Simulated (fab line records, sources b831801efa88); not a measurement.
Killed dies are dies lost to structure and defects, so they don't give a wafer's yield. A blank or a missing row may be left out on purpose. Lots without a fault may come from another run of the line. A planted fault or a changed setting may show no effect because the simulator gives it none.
One fault seen from 2 desks | flow sfq_line | each desk has only its own numbers; what lay behind them comes last

THE METROLOGY DESK
What the gauges read, lot by lot, whatever tool the lot ran on: means of the sampled wafers that have a number. A lot is out of limits, marked OUT, if its mean lies more than 4 standard deviations from the usual mean; the brackets give that distance.
Columns: A = INCOMING_BOW at SFQ_INCOMING_BOW_MEAS_900, usual 0 um; B = L0_MONX_KI_RS at SFQ_L0_RS_MEAS_901, usual 43.7 ohm/sq; C = L0_MONX_KI_THK at SFQ_L0_THK_MEAS_902, usual 40.3 nm
lot  | first seen here | A  | B    | C
L814 | day 2 16:01     | -6 | 43.3 | 40.6
L816 | day 3 02:00     | 1  | 43.6 | 40.5
L819 | day 3 17:00     | 2  | 43.0 | 41.1
L820 | day 3 22:00     | 0  | 43.8 | 40.4
L822 | day 4 08:00     | -5 | 43.5 | 40.5
L827 | day 5 09:00     | 2  | 43.9 | 40.1
L831 | day 6 05:01     | 11 | 44.2 | 39.8
This desk's finding: nothing out of limits on any of the 7 lots.

THE TOOL OWNER'S DESK: rie_metal-01
The tool's own readings at SFQ_TRILAYER_L0_BARC_OPEN_METAL_ETCH_010 (etches BARC in O2, target depth 125 nm, time 41.7 s): means of the sampled wafers that have a number, for each lot that ran on this tool. A lot is out of limits, marked OUT, if its mean lies more than 4 standard deviations from the usual mean; the brackets give that distance.
Columns: A = drypump_motor_current_A at SFQ_TRILAYER_L0_BARC_OPEN_METAL_ETCH_010, usual 5.5 A; B = oes_product_au at SFQ_TRILAYER_L0_BARC_OPEN_METAL_ETCH_010, usual 0.685 a.u.
lot  | first seen here | A   | B
L816 | day 6 07:18     | 5.2 | 0.682
L819 | day 7 03:37     | 5.5 | 0.686
L820 | day 7 08:25     | 6.0 | 0.686
L822 | day 7 18:01     | 5.5 | 0.683
This desk's finding: nothing out of limits on any of the 4 lots.

PUT TOGETHER
The metrology desk saw nothing out of limits.
The tool owner's desk saw nothing out of limits.

WHAT THE SIMULATOR HAD PUT IN
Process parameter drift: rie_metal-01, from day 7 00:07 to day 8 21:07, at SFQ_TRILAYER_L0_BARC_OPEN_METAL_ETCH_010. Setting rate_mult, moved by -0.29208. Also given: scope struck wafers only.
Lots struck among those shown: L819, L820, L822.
